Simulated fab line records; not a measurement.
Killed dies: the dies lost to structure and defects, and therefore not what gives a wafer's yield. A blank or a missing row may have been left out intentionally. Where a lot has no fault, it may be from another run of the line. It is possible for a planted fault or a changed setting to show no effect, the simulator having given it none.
Which of the tools did it? -- flow sky130 -- 21 wafers sampled from 7 lots at 1 step of a route of 708

== WHAT EACH GAUGE READ, for each wafer ==
SKY_SONOS_TUNNEL_CD_MEAS_07 targets a cd of 410 nm.
lot,measured,on,cd_nm (nm)
L809,day 11 16:07,cd_sem-01,407.5 407.7 409.6
L812,day 12 14:47,cd_sem-02,407.9 408.2 408.5
L815,day 13 11:58,cd_sem-01,411.4 411.5 411.8
L817,day 14 00:17,cd_sem-01,411.1 409.7 410.5
L820,day 15 07:04,cd_sem-01,410.3 411.6 410.7
L826,day 16 22:16,cd_sem-02,408.9 409.6 410.5
L831,day 18 11:44,cd_sem-02,412.3 412.5 410.6

== TOOL THAT RAN EACH LOT (tool first, then ch and the chambers of the sampled wafers, then the start) ==
No process step before these readings appears in the record.

== THE ANSWER, worked out from the rows above alone ==
Rule: the lots themselves supply what counts as usual. Put in order of their means at a reading, lots are off if they are a third of the lots or fewer, leave a main group of 4 or more, and stand apart from it by a gap of 3 or more times the standard deviation of the main group's means; of several such gaps the widest counts. A main group is skipped when, at the precision printed for the reading in the tables above, its means are all equal. Also off: a lot with no number at a reading for which 4 or more lots have one. Where the step has rows for the other lots, those lots are counted as sound.
Across all readings shown, no lot is off: no conclusion can be drawn from this.

== WHAT THE SIMULATOR HAD INSERTED ==
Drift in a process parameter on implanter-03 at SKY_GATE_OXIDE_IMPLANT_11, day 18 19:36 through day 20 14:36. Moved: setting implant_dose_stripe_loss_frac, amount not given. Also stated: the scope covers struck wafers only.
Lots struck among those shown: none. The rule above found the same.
